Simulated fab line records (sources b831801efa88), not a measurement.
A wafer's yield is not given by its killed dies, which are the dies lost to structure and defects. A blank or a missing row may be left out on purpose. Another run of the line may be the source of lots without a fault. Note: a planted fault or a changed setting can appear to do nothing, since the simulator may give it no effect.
A lot that was struck, set against a sound lot / flow gf180mcu / 14 steps out of a route of 602
Sound: these wafers, L762.1, L762.2, L762.3. Struck: wafers L782.3, L782.4, L782.5. The cause is named last.
Per side, at each step with rows, come the tool, then ch with its chambers, and then its first start. Under that, the readings that differ: sound wafers / struck wafers / difference of the means / sigmas: that difference in standard deviations of wafers without a fault.
alike: readings whose means differ by less than 2 such deviations, and words and numbers that are the same on both sides. not compared: withheld readings, readings that some wafer has no value for, bounds like >300 that may hide the same value, and numbers for which the record gives no deviation and whose values overlap.
The two part at a step that has a row with sigmas, a row that says differs or no value, or rows on one side only. Non-overlapping numbers with no deviation appear without sigmas and do not part them. Lack of a reading on every wafer of one side parts them only where that side has two or more wafers.

first, 5 steps without rows for these wafers: GF_V5_STRIP_18 (strips in O2/N2); GF_V5_STRIP_19 (strips in post etch residue remover, time 1200 s); GF_V5_CLEAN_20 (cleans in DIW); GF_V5_SPUTTER_21 (material Ti, target thk 15 nm, time 80.02 s); GF_V5_SPUTTER_22 (material TiN, target thk 10 nm, time 40 s).
GF_V5_CVD_23: deposits W, target thk 350 nm, time 104.9 s.
  sound on cvd w-01 ch 0,1, day 27 06:49; struck on cvd w-02 ch 0,1, day 33 05:55
  alike: heater power w
GF_V5_RS_MEAS_24: uses a four-point probe to measure.
  sound on film metro-02, day 27 06:55; struck on film metro-02, day 33 06:01
  alike: V5_W_RS
GF_V5_THK_MEAS_25: measures by xrf.
  sound on film metro-02, day 27 07:02; struck on film metro-02, day 33 06:07
  alike: V5_W_THK
then, 1 step without rows for these wafers: GF_V5_CMP_26 (polishes, stops on SiO2, t overpolish 15 s, target thk 0 nm).
GF_TOP_METAL_SPUTTER_00: material Ti, target thk 37.5 nm, time 150 s.
  sound on pvd sputter-02, day 27 09:22; struck on pvd sputter-02, day 33 06:28
reading=cathode dc power W (W); sound=4000.5 4001.0 4000.8; struck=3999.2 3998.1 4000.6; difference=-1.5; sigmas=-2
  alike: chamber pressure pa, throttle valve pct
GF_TOP_METAL_SPUTTER_01: material TiN, target thk 30 nm, time 25 s.
  sound on pvd sputter-02, day 27 09:28; struck on pvd sputter-02, day 33 06:34
  alike: cathode dc power W, chamber pressure pa, throttle valve pct
GF_TOP_METAL_SPUTTER_02: material AlCu, target thk 900 nm, time 47.82 s.
  sound on pvd sputter-02, day 27 09:30; struck on pvd sputter-02, day 33 06:35
  alike: cathode dc power W, chamber pressure pa, throttle valve pct
GF_TOP_METAL_SPUTTER_03: material Ti, target thk 5 nm, time 3.3 s.
  sound on pvd sputter-02, day 27 09:32; struck on pvd sputter-02, day 33 06:38
  no value came back on the struck wafers for cathode dc power W (W), chamber pressure pa (Pa), throttle valve pct (%); on the sound wafers cathode dc power W (W) reads 3000.2 3000.3 3000.0
GF_TOP_METAL_SPUTTER_04: material TiN, target thk 25 nm, time 20.8 s.
  sound on pvd sputter-02, day 27 09:34; struck on pvd sputter-02, day 33 06:39
  alike: cathode dc power W, chamber pressure pa, throttle valve pct

## WHERE THEY PART
At GF_TOP_METAL_SPUTTER_00 first; at GF_TOP_METAL_SPUTTER_03 last (within this record only). Later steps at which nothing parts them and some readings are alike: GF_TOP_METAL_SPUTTER_04.

WHY: what had been put in by the simulator
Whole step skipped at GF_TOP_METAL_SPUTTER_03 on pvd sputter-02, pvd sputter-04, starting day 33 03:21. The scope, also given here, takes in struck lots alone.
